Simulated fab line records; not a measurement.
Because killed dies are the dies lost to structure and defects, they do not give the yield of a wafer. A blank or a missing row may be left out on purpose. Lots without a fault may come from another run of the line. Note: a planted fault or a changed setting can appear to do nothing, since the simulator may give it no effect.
Comparing a struck lot with a sound one || flow sky130 || 22 out of 708 route steps
Sound: wafers L914.1, L914.2, L914.3. The struck wafers were L916.1, L916.3, L916.6. Last of all comes the cause.
Per side, at each step with rows, come the tool, then ch with its chambers, and then its first start. Under that, the readings that differ: sound wafers || struck wafers || difference of the means || sigmas: that difference in standard deviations of wafers without a fault.
alike: readings with means less than 2 such deviations apart, plus words and numbers identical on both sides. not compared: withheld readings, readings lacking a value on some wafer, bounds such as >300 that could conceal the same value, and numbers that have no deviation in the record and whose values overlap.
A row with sigmas, a row that says differs or no value, or rows on one side alone: a step with any of these is where the two part. Non-overlapping numbers with no deviation appear without sigmas and do not part them. A reading missing from all wafers of one side parts the sides only when that side holds two or more wafers.

first, 4 steps without rows for these wafers: SKY_METAL5_SOFTBAKE_10 (time 60 s); SKY_METAL5_EXPOSE_11 (exposes mask MM5, target cd 1600 nm); SKY_METAL5_PEB_12; SKY_METAL5_DEVELOP_13 (develop time 60 s).
SKY_METAL5_DESCUM_14: chemistry O2, time 11 s.
  sound on rie-metal-03 ch 1, day 45 21:01; struck on rie-metal-02 ch 0,1, day 46 02:55
  alike: drypump-motor-current-A, oes-product-au
  not compared: rf-hours-counter-h
SKY_METAL5_METAL_ETCH_15: etches the open film in Cl2/BCl3, stops on SiO2, target depth 1260 nm, time 252 s.
  sound on rie-metal-03 ch 1, day 45 21:05; struck on rie-metal-02 ch 0,1, day 46 02:57
  alike: drypump-motor-current-A, mfc-cl2-sccm, oes-product-au, throttle-valve-pct
  not compared: rf-hours-counter-h
SKY_METAL5_STRIP_16: strips in O2/N2.
  sound on plasma-asher-01 ch 0,1, day 45 21:33; struck on plasma-asher-03 ch 0,1, day 46 03:11
  alike: drypump-motor-current-A, oes-product-au, strip-time-to-endpoint-s
  not compared: rf-hours-counter-h
then, 3 steps without rows for these wafers: SKY_METAL5_STRIP_17 (strips in post etch residue remover, time 1200 s); SKY_METAL5_CLEAN_18 (cleans in IPA, time 180 s); SKY_METAL5_CLEAN_19 (cleans in O3/DIW).
SKY_PASSIVATION_CVD_00: deposits SiO2, target thk 90 nm.
  sound on pecvd-01 ch 0,1,2, day 45 22:08; struck on pecvd-03 ch 0,1, day 46 03:46
  alike: heater-power-outer-w, heater-power-w
SKY_PASSIVATION_THK_MEAS_01:
  struck on film-metro-01, day 46 03:47; sound on film-metro-02, day 45 22:10
  alike: PASSIVATION_CVD_00_THK
SKY_PASSIVATION_CVD_02: deposits Si3N4, target thk 540 nm.
  sound on pecvd-04 ch 0,1,2, day 45 22:13; struck on pecvd-04 ch 1,2, day 46 03:51
  no value came back on the struck wafers for heater-power-outer-w (W), heater-power-w (W); on the sound wafers heater-power-outer-w (W) reads 362 345 434
then, 7 steps without rows for these wafers: SKY_PASSIVATION_DEHYDRATE_04 (time 60 s); SKY_PASSIVATION_HMDS_05 (prime time 60 s); SKY_PASSIVATION_COAT_06 (resist thk 3000 nm); SKY_PASSIVATION_SOFTBAKE_07; SKY_PASSIVATION_EXPOSE_08 (exposes mask NSM, target cd 3000 nm); SKY_PASSIVATION_PEB_09; SKY_PASSIVATION_DEVELOP_10 (develop time 60 s).
SKY_PASSIVATION_ETCH_11: etches the open film in CF4/O2, stops on AlCu, target depth 725 nm, time 161.1 s.
  sound on rie-diel-02 ch 1,2,3, day 46 18:37; struck on rie-diel-02 ch 0,2, day 47 01:37
{"reading": "oes-product-au (a.u.)", "sound": "0.968 0.971 0.960", "struck": "0.980 0.976 0.992", "difference": "+0.016", "sigmas": "+3"}
{"reading": "model.PASSIVATION.feature-depth-nm (nm)", "sound": "693.5 696.7 700.5", "struck": "712.4 702.9 714.8", "difference": "+13.1", "sigmas": ""}
{"reading": "model.etch.depth-nm (nm)", "sound": "693.5 696.7 700.5", "struck": "712.4 702.9 714.8", "difference": "+13.1", "sigmas": ""}
  alike: drypump-motor-current-A, throttle-valve-pct
  not compared: rf-hours-counter-h
SKY_PASSIVATION_STRIP_12: strips in O2/N2.
  sound on plasma-asher-01 ch 0,1, day 46 18:43; struck on plasma-asher-01 ch 0, day 47 01:44
  alike: drypump-motor-current-A, oes-product-au, strip-time-to-endpoint-s
  not compared: rf-hours-counter-h

## WHERE THEY PART
At SKY_PASSIVATION_CVD_02 first; at SKY_PASSIVATION_ETCH_11 last (within this record only). Later steps at which nothing parts them and some readings are alike: SKY_PASSIVATION_STRIP_12.

WHY: whatever the simulator had introduced
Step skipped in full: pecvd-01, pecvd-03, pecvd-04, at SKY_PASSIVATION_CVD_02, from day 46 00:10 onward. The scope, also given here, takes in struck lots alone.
